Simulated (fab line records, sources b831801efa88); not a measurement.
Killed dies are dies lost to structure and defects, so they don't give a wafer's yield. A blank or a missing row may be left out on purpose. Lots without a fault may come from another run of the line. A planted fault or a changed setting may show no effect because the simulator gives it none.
Which tool did it? | flow sky130 | 11 lots, 33 wafers sampled, at 2 steps of a route of 708

WHAT THE GAUGES READ, wafer by wafer
SKY_METAL2_RS_MEAS_05: measures by four-point-probe.
lot  | measured     | on            | METAL2_ALCU_RS (ohm/sq)
L130 | day 35 00:07 | film_metro-03 | 0.1275 0.1265 0.1285
L131 | day 35 03:38 | film_metro-01 | 0.1277 0.1268 0.1261
L132 | day 35 09:44 | film_metro-01 | 0.1242 0.1263 0.1262
L133 | day 35 20:40 | film_metro-01 | 0.1261 0.1250 0.1256
L134 | day 36 02:20 | film_metro-03 | 0.1277 0.1257 0.1278
L137 | day 36 17:15 | film_metro-01 | 0.1286 0.1289 0.1301
L140 | day 37 13:44 | film_metro-03 | 0.1264 0.1271 0.1281
L141 | day 38 03:01 | film_metro-04 | 0.1233 0.1248 0.1238
L143 | day 38 11:46 | film_metro-01 | 0.1246 0.1242 0.1242
L146 | day 39 12:58 | film_metro-04 | 0.1284 0.1284 0.1279
L150 | day 40 14:45 | film_metro-01 | 0.1252 0.1242 0.1265

WHICH TOOL RAN EACH LOT (tool, then ch and the chambers of the sampled wafers, then the start)
lot  | SKY_METAL2_SPUTTER_03
L130 | pvd_sputter-02, day 35 00:01
L131 | pvd_sputter-03, day 35 03:31
L132 | pvd_sputter-01, day 35 09:39
L133 | pvd_sputter-01, day 35 20:35
L134 | pvd_sputter-01, day 36 02:13
L137 | pvd_sputter-03, day 36 17:10
L140 | pvd_sputter-02, day 37 13:40
L141 | pvd_sputter-01, day 38 02:56
L143 | pvd_sputter-01, day 38 11:41
L146 | pvd_sputter-02, day 39 12:52
L150 | pvd_sputter-01, day 40 14:41
- SKY_METAL2_SPUTTER_03: material Ti, target thk 5 nm, time 3.3 s.

THE ANSWER, worked out from the rows above alone
Rule: what is usual is taken from the lots themselves. Put in order of their means at a reading, lots are off if they are a third of the lots or fewer, leave a main group of 4 or more, and stand apart from it by a gap of 3 or more times the standard deviation of the main group's means; of several such gaps the widest counts. A main group whose means are all the same, to the digits that the tables above print for the reading, isn't used. A lot without any number at a reading at which 4 lots or more have one is off too. The other lots that the step has rows for count as sound.
No lot is off at any reading shown: from this, nothing can be told.

WHAT THE SIMULATOR HAD PUT IN
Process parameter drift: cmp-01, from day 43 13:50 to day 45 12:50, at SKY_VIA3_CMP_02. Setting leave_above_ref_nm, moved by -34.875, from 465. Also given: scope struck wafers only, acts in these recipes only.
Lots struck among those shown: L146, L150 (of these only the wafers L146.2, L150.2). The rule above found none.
